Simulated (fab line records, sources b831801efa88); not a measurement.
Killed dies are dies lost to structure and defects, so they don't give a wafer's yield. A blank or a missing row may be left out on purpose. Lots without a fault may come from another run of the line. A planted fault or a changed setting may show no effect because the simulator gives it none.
One fault seen from 2 desks | flow gf180mcu | each desk has only its own numbers; what lay behind them comes last

THE METROLOGY DESK
What the gauges read, lot by lot, whatever tool the lot ran on: means of the sampled wafers that have a number. A lot is out of limits, marked OUT, if its mean lies more than 4 standard deviations from the usual mean; the brackets give that distance.
Columns: A = LVPWELL_TW at GF_LVPWELL_TW_MEAS_11, usual 561; B = NSD_RS at GF_PSD_RS_MEAS_14, usual 46.14 ohm/sq; C = PSD_RS at GF_PSD_RS_MEAS_15, usual 108.62 ohm/sq; D = SALICIDE_TIN_THK at GF_SALICIDE_THK_MEAS_05, usual 20.10 nm; E = CONTACT_OVL at GF_CONTACT_OVL_MEAS_15, usual 1 nm
lot  | first seen here | A   | B               | C                 | D     | E
L173 | day 3 22:44     | 557 | 46.19           | 108.61            | 20.27 | 2
L174 | day 4 02:41     | 558 | 46.25           | 108.91            | 20.57 | -9
L175 | day 4 07:57     | 559 | 46.11           | 108.51            | 19.88 | -3
L176 | day 4 14:59     | 566 | 46.13           | 108.59            | 19.90 | 2
L177 | day 5 00:05     | 565 | 46.14           | 108.49            | 19.99 | -1
L178 | day 5 04:10     | 560 | 46.16           | 108.70            | 20.39 | 6
L179 | day 5 09:36     | 560 | 46.04           | 108.26            | 20.09 | 6
L186 | day 6 23:02     | 560 | 44.88 (-14) OUT | 106.19 (-8.4) OUT | 20.18 | -0
L187 | day 7 04:11     | 566 | 45.06 (-12) OUT | 106.43 (-7.6) OUT | 19.84 | -3
L190 | day 7 21:35     | 561 | 46.20           | 109.17            | 20.02 | 3
L192 | day 8 09:32     | 562 | 46.15           | 109.06            | 19.59 | -3
L193 | day 8 16:38     | 566 | 46.04           | 108.45            | 20.14 | -3
L195 | day 9 08:18     | 559 | 46.12           | 108.71            | 20.10 | 2
L196 | day 9 09:00     | 564 | 46.06           | 108.59            | 20.08 | 6
This desk's finding: out of limits on L186, L187; first on L186, day 19 09:44 (NSD_RS at GF_PSD_RS_MEAS_14). In limits: L173, L174, L175, L176, L177, L178, L179, L190, L192, L193, L195, L196.

THE TOOL OWNER'S DESK: rtp_anneal-01
The tool's own readings at GF_PSD_RTA_13 (time 20 s): means of the sampled wafers that have a number, for each lot that ran on this tool. A lot is out of limits, marked OUT, if its mean lies more than 4 standard deviations from the usual mean; the brackets give that distance.
Columns: A = lamp_power_pct at GF_PSD_RTA_13, usual 34.7 %; B = run_length_s at GF_PSD_RTA_13, usual 48.9 s; C = wafer_temp_C_max at GF_PSD_RTA_13, usual 1028.1
lot  | first seen here | A    | B               | C
L173 | day 14 03:46    | 36.0 | 48.6            | 1029.1
L174 | day 14 14:13    | 36.0 | 48.7            | 1027.4
L175 | day 14 22:17    | 36.0 | 48.9            | 1027.9
L176 | day 15 03:49    | 36.0 | 48.6            | 1028.2
L177 | day 16 00:34    | 35.9 | 48.7            | 1028.0
L179 | day 16 14:08    | 36.0 | 48.7            | 1027.9
L186 | day 19 09:35    | 35.9 | 56.6 (+9.5) OUT | 1028.2
L187 | day 19 19:16    | 36.0 | 54.2 (+6.6) OUT | 1028.8
L196 | day 22 09:19    | 36.0 | 48.6            | 1027.8
This desk's finding: out of limits on L186, L187; first on L186, day 19 09:35 (run_length_s at GF_PSD_RTA_13). In limits: L173, L174, L175, L176, L177, L179, L196.

PUT TOGETHER
The tool owner's desk could have raised an alarm at day 19 09:35, on L186, L187.
The metrology desk could have raised an alarm at day 19 09:44, on L186, L187.
Of the lots named, all ran GF_PSD_RTA_13 on rtp_anneal-01.

WHAT THE SIMULATOR HAD PUT IN
Process parameter drift: rtp_anneal-01, from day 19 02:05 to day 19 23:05, at GF_PSD_RTA_13. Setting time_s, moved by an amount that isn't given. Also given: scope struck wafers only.
Lots struck among those shown: L186, L187.
Hours from the fault's start to each desk's first reading out of limits: the tool owner's desk, 8; the metrology desk, 8.
